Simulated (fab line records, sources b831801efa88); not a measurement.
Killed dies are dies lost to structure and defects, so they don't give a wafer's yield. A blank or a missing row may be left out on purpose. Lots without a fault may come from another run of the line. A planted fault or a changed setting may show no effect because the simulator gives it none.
Which tool did it? | flow sky130 | 24 lots, 72 wafers sampled, at 4 steps of a route of 708

WHAT THE GAUGES READ, wafer by wafer
SKY_METAL2_OVL_MEAS_16.
lot  | measured     | on         | METAL2_OVL (nm)
L074 | day 35 06:20 | overlay-01 | -3 -3 -4
L075 | day 35 09:11 | overlay-02 | 1 -1 3
L076 | day 36 01:51 | overlay-01 | 4 4 -3
L077 | day 36 00:15 | overlay-01 | 7 0 8
L078 | day 36 04:35 | overlay-01 | 8 7 4
L079 | day 36 16:32 | overlay-01 | -2 3 1
L080 | day 38 00:35 | overlay-01 | 13 4 5
L081 | day 38 02:44 | overlay-01 | -4 -2 -1
L082 | day 38 01:43 | overlay-01 | 0 1 4
L083 | day 38 04:50 | overlay-01 | 4 7 4
L084 | day 38 08:16 | overlay-02 | 2 2 5
L085 | day 38 10:39 | overlay-01 | 8 9 7
L086 | day 38 21:44 | overlay-01 | 4 -1 -2
L087 | day 39 06:26 | overlay-02 | 2 -1 -6
L088 | day 39 13:05 | overlay-02 | 2 11 4
L089 | day 39 14:59 | overlay-02 | -6 -10 -10
L090 | day 39 22:23 | overlay-01 | 6 10 4
L091 | day 40 04:24 | overlay-02 | 4 -6 -6
L092 | day 40 17:35 | overlay-01 | -5 -9 -12
L093 | day 40 21:08 | overlay-02 | -3 -7 -6
L094 | day 41 00:36 | overlay-01 | -3 -8 -8
L095 | day 41 09:23 | overlay-01 | -3 1 2
L096 | day 41 15:17 | overlay-01 | 7 -2 6
L097 | day 41 20:20 | overlay-02 | -5 -6 -11

SKY_CAPM_OVL_MEAS_12.
lot  | measured     | on         | CAPM_OVL (nm)
L074 | day 37 11:52 | overlay-01 | 0.1 0.1 0.3
L075 | day 37 16:01 | overlay-01 | 2.5 0.1 0.9
L076 | day 38 08:28 | overlay-01 | 2.1 2.0 1.3
L077 | day 38 05:38 | overlay-02 | 0.3 0.8 0.2
L078 | day 38 10:38 | overlay-02 | 1.0 0.4 1.1
L079 | day 38 22:55 | overlay-02 | 1.6 0.4 0.3
L080 | day 40 04:55 | overlay-02 | -1.6 -0.4 -1.0
L081 | day 40 07:37 | overlay-02 | -0.6 -0.3 -0.6
L082 | day 40 06:23 | overlay-02 | 1.0 0.2 1.1
L083 | day 40 09:46 | overlay-02 | 4.9 3.2 1.9
L084 | day 40 13:14 | overlay-01 | -2.1 -1.0 -1.8
L085 | day 40 15:38 | overlay-01 | 1.0 -0.6 0.1
L086 | day 41 01:40 | overlay-02 | 0.4 0.7 0.9
L087 | day 41 10:05 | overlay-01 | 1.6 -0.6 1.0
L088 | day 41 17:01 | overlay-01 | 1.0 0.7 1.5
L089 | day 41 17:49 | overlay-02 | -0.8 1.8 0.7
L090 | day 42 00:34 | overlay-02 | 2.1 0.2 -0.1
L091 | day 42 07:32 | overlay-01 | 0.9 2.5 0.4
L092 | day 42 19:22 | overlay-01 | 3.1 2.3 2.1
L093 | day 42 23:07 | overlay-02 | 2.1 1.0 3.1
L094 | day 43 03:22 | overlay-02 | -0.6 -1.4 1.4
L095 | day 43 11:13 | overlay-02 | 0.6 1.2 -0.1
L096 | day 43 15:28 | overlay-02 | -2.7 -0.9 -2.2
L097 | day 43 21:04 | overlay-02 | 3.1 1.2 1.9

SKY_METAL4_OVL_MEAS_14.
lot  | measured     | on         | METAL4_OVL (nm)
L074 | day 41 18:35 | overlay-02 | 2 0 -4
L075 | day 41 23:53 | overlay-02 | -5 3 2
L076 | day 42 13:35 | overlay-01 | -1 1 -4
L077 | day 42 12:18 | overlay-02 | -1 -8 -6
L078 | day 42 16:29 | overlay-01 | -8 1 -4
L079 | day 43 04:20 | overlay-01 | 4 6 8
L080 | day 44 08:44 | overlay-01 | 3 3 7
L081 | day 44 10:20 | overlay-02 | -5 -7 -3
L082 | day 44 08:18 | overlay-02 | 1 4 0
L083 | day 44 12:44 | overlay-02 | 0 -3 3
L084 | day 44 14:37 | overlay-02 | 9 6 3
L085 | day 44 17:09 | overlay-01 | 0 8 8
L086 | day 45 02:57 | overlay-01 | 4 3 8
L087 | day 45 11:54 | overlay-02 | -5 2 0
L088 | day 45 15:57 | overlay-01 | 1 -1 3
L089 | day 45 17:05 | overlay-02 | 11 7 11
L090 | day 45 22:48 | overlay-01 | -6 3 -4
L091 | day 46 03:34 | overlay-02 | 6 5 3
L092 | day 46 14:20 | overlay-01 | 5 -1 5
L093 | day 46 17:45 | overlay-02 | 9 12 9
L094 | day 46 21:29 | overlay-01 | 1 -2 0
L095 | day 47 05:38 | overlay-01 | 5 4 2
L096 | day 47 10:42 | overlay-01 | 4 7 9
L097 | day 47 15:02 | overlay-02 | 1 3 -6

WHICH TOOL RAN EACH LOT (tool, then ch and the chambers of the sampled wafers, then the start)
lot  | SKY_FIELD_ISO_CMP_27
L074 | cmp-02 ch 1,3, day 2 14:49
L075 | cmp-02 ch 1,3, day 2 17:37
L076 | cmp-01 ch 0,1,2, day 2 21:59
L077 | cmp-01 ch 2,3, day 3 00:58
L078 | cmp-01 ch 0,2,3, day 3 05:15
L079 | cmp-01 ch 0,2, day 3 12:16
L080 | cmp-01 ch 2,3, day 3 15:46
L081 | cmp-01 ch 0,1, day 3 22:38
L082 | cmp-02 ch 0,1, day 4 06:11
L083 | cmp-02 ch 1,2,3, day 4 08:28
L084 | cmp-01 ch 2,3, day 4 12:52
L085 | cmp-02 ch 1,2, day 4 17:33
L086 | cmp-01 ch 0,1,2, day 4 23:20
L087 | cmp-01 ch 0,1,3, day 5 04:52
L088 | cmp-02 ch 0,1,2, day 5 10:31
L089 | cmp-02 ch 1,2,3, day 5 13:54
L090 | cmp-01 ch 0,2,3, day 5 20:52
L091 | cmp-02 ch 2,3, day 6 02:02
L092 | cmp-02 ch 0,1,2, day 6 10:05
L093 | cmp-01 ch 0,1,3, day 6 12:22
L094 | cmp-01 ch 0,2, day 6 18:46
L095 | cmp-02 ch 0,1,2, day 6 22:31
L096 | cmp-01 ch 0,3, day 7 04:28
L097 | cmp-01 ch 0,2,3, day 7 12:27
- SKY_FIELD_ISO_CMP_27: polishes, stops on Si3N4, t overpolish 16 s, target thk 457.8 nm.

WHAT THE TOOLS THEMSELVES READ (means of the sampled wafers that have a number; where no wafer has one, the mark that the record gives instead)
SKY_FIELD_ISO_CMP_27.
lot  | tool   | motor_current_A (A) | overpolish_run_s (s) | time_to_endpoint_s (s)
L074 | cmp-02 | 11.7                | 16.009               | 124
L075 | cmp-02 | 11.3                | 16.005               | 119
L076 | cmp-01 | 12.2                | 15.996               | 103
L077 | cmp-01 | 11.3                | 15.999               | 111
L078 | cmp-01 | 11.6                | 15.995               | 108
L079 | cmp-01 | 11.6                | 15.995               | 109
L080 | cmp-01 | 11.6                | 16.004               | 117
L081 | cmp-01 | 12.6                | 15.999               | 107
L082 | cmp-02 | 13.7                | 16.003               | 125
L083 | cmp-02 | 11.6                | 15.995               | 120
L084 | cmp-01 | 11.4                | 15.994               | 118
L085 | cmp-02 | 11.4                | 16.003               | 119
L086 | cmp-01 | 11.9                | 16.004               | 112
L087 | cmp-01 | 12.0                | 15.999               | 109
L088 | cmp-02 | 12.8                | 16.002               | 123
L089 | cmp-02 | 11.1                | 15.995               | 126
L090 | cmp-01 | 12.0                | 16.009               | 118
L091 | cmp-02 | 11.3                | 15.998               | 120
L092 | cmp-02 | 13.1                | 16.004               | 117
L093 | cmp-01 | 12.4                | 15.994               | 114
L094 | cmp-01 | 11.3                | 15.993               | 113
L095 | cmp-02 | 13.1                | 16.004               | 115
L096 | cmp-01 | 12.3                | 15.991               | 113
L097 | cmp-01 | 11.7                | 16.001               | 115

THE ANSWER, worked out from the rows above alone
Rule: what is usual is taken from the lots themselves. Put in order of their means at a reading, lots are off if they are a third of the lots or fewer, leave a main group of 4 or more, and stand apart from it by a gap of 3 or more times the standard deviation of the main group's means; of several such gaps the widest counts. A main group whose means are all the same, to the digits that the tables above print for the reading, isn't used. A lot without any number at a reading at which 4 lots or more have one is off too. The other lots that the step has rows for count as sound. The gauges are gone through in route order, then the tools' own readings, and for those a lot's mean is taken as printed above. The first step at which some lot is off is used, and at that step the reading that is off furthest; a lot without a number counts as furthest.
No lot is off at any reading shown: from this, nothing can be told.

WHAT THE SIMULATOR HAD PUT IN
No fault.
